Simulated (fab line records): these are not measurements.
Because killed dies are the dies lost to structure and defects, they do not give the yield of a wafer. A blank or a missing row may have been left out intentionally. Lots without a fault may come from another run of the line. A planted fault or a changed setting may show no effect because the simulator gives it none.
Comparing a struck lot with a sound one ; flow gf180mcu ; 14 steps out of a route of 602
Sound: these wafers, L508.1, L508.2, L508.4. Wafers L523.3, L523.4, L523.6 were the ones struck. The cause is named last.
Per side, at each step with rows, come the tool, then ch with its chambers, and then its first start. Under that, the readings that differ: sound wafers ; struck wafers ; difference of the means ; sigmas: that difference in standard deviations of wafers without a fault.
alike: a reading whose means differ by less than 2 such deviations, as well as words and numbers matching on both sides. not compared: withheld readings; readings where some wafer has no value; bounds like >300 that might hide an equal value; numbers whose values overlap and for which the record gives no deviation.
Wherever a step has rows on one side only, a row that says differs or no value, or a row with sigmas, the two part there. Numbers that have no deviation but don't overlap get no sigmas and don't part them. A reading missing from all wafers of one side parts the sides only when that side holds two or more wafers.

first, 4 steps without rows for these wafers: GF_VT_IMPLANT_SOFTBAKE_25 (time 60 s); GF_VT_IMPLANT_EXPOSE_26 (exposes mask LVPWELL HV AREA, target cd 860 nm); GF_VT_IMPLANT_PEB_27; GF_VT_IMPLANT_DEVELOP_28 (develop time 60 s).
GF_VT_IMPLANT_OVL_MEAS_29:
  sound on overlay-01, day 7 11:22; struck on overlay-02, day 11 17:05
  alike: VT_IMPLANT_02_OVL
following that, these wafers have no rows for 1 step: GF_VT_IMPLANT_IMPLANT_30.
GF_VT_IMPLANT_STRIP_31: strips in O2/N2.
  sound on plasmaAsher-03 ch 0,1, day 7 11:34; struck on plasmaAsher-03 ch 0,1, day 11 17:18
  alike: drypumpMotorCurrentA, heaterPowerW, oesProductAu, stripTimeToEndpointS
  not compared: rfHoursCounterH
GF_VT_IMPLANT_TW_MEAS_32:
  sound on filmMetro-01, day 7 11:40; struck on filmMetro-04, day 11 17:25
  alike: VT_IMPLANT_3_TW
then, 4 steps without rows for these wafers: GF_VT_IMPLANT_DEHYDRATE_33 (time 60 s); GF_VT_IMPLANT_HMDS_34 (prime time 60 s); GF_VT_IMPLANT_COAT_35 (resist thk 1000 nm); GF_VT_IMPLANT_SOFTBAKE_36 (time 60 s).
GF_VT_IMPLANT_EXPOSE_37: exposes mask Nwell HV AREA, target cd 860 nm.
  struck on ilineStepper-02, day 12 02:50; sound on ilineStepper-02 ch 0, day 7 19:53
  no value came back on the struck wafers for exposureDoseMJCm2, focusOffsetNm (nm), sigmaOuter; on the sound wafers exposureDoseMJCm2 reads 139.95 140.07 139.98
  alike: mask
following that, these wafers have no rows for 1 step: GF_VT_IMPLANT_PEB_38.

== WHERE THEY PART ==
Only at GF_VT_IMPLANT_EXPOSE_37, within this record.

WHY: whatever the simulator had introduced
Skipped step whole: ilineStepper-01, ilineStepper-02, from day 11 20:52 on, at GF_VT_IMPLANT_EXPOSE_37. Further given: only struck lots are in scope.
